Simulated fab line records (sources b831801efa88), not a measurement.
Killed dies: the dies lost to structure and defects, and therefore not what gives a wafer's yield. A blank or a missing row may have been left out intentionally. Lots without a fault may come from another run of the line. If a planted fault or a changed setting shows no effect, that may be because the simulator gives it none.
One fault seen from 2 desks || flow sky130 || what lay behind the numbers comes last; until then each desk has only its own

## AT THE TOOL OWNER'S DESK: rie-metal-03
The tool's own readings at SKY_METAL3_ETCH_16 (etches BARC in N2/H2, stops on SiO2, time 88.2 s, target depth 60 nm): means of the sampled wafers that have a number, for each lot that ran on this tool. A lot is out of limits, marked OUT, if its mean lies more than 4 standard deviations from the usual mean; the brackets give that distance.
Columns: A = bias-w at SKY_METAL3_ETCH_16, usual 100.1 W; B = chamber-pressure-mTorr at SKY_METAL3_ETCH_16, usual 30.00 mTorr; C = drypump-motor-current-A at SKY_METAL3_ETCH_16, usual 5.6 A; D = oes-product-au at SKY_METAL3_ETCH_16, usual 0.626 a.u.; E = throttle-valve-pct at SKY_METAL3_ETCH_16, usual 13.205 %
{"lot": "L878", "first seen here": "day 38 14:55", "A": 100.2, "B": 29.98, "C": 5.6, "D": 0.631, "E": 13.210}
{"lot": "L892", "first seen here": "day 43 05:06", "A": 100.0, "B": 30.00, "C": 5.7, "D": 0.626, "E": 13.203}
{"lot": "L894", "first seen here": "day 43 11:18", "A": 99.6, "B": 30.00, "C": 5.7, "D": 0.626, "E": 13.192}
{"lot": "L895", "first seen here": "day 43 14:54", "A": 99.9, "B": 30.01, "C": 5.7, "D": 0.629, "E": 13.207}
{"lot": "L899", "first seen here": "day 44 22:23", "A": 100.1, "B": 30.02, "C": 5.7, "D": 0.627, "E": 13.203}
Result from this desk: across the 5 lots, nothing is out of limits.

## AT THE METROLOGY DESK
Lot by lot, what the gauges showed, no matter which tool ran the lot: averages of those sampled wafers that carry a number. A lot is out of limits, marked OUT, if its mean lies more than 4 standard deviations from the usual mean; the brackets give that distance.
Columns: A = VIA3_W_THK at SKY_VIA3_THK_MEAS_23, usual 391 nm
{"lot": "L878", "first seen here": "day 39 17:43", "A": 386}
{"lot": "L890", "first seen here": "day 43 11:24", "A": 384}
{"lot": "L892", "first seen here": "day 44 06:26", "A": 393}
{"lot": "L894", "first seen here": "day 44 12:17", "A": 395}
{"lot": "L895", "first seen here": "day 44 17:32", "A": 391}
{"lot": "L898", "first seen here": "day 45 13:52", "A": 400}
{"lot": "L899", "first seen here": "day 45 22:14", "A": 396}
{"lot": "L900", "first seen here": "day 46 00:56", "A": 382}
Result from this desk: across the 8 lots, nothing is out of limits.

## PUT TOGETHER
The tool owner's desk saw nothing out of limits.
Nothing out of limits was seen by the metrology desk.

## WHAT THE SIMULATOR HAD INSERTED
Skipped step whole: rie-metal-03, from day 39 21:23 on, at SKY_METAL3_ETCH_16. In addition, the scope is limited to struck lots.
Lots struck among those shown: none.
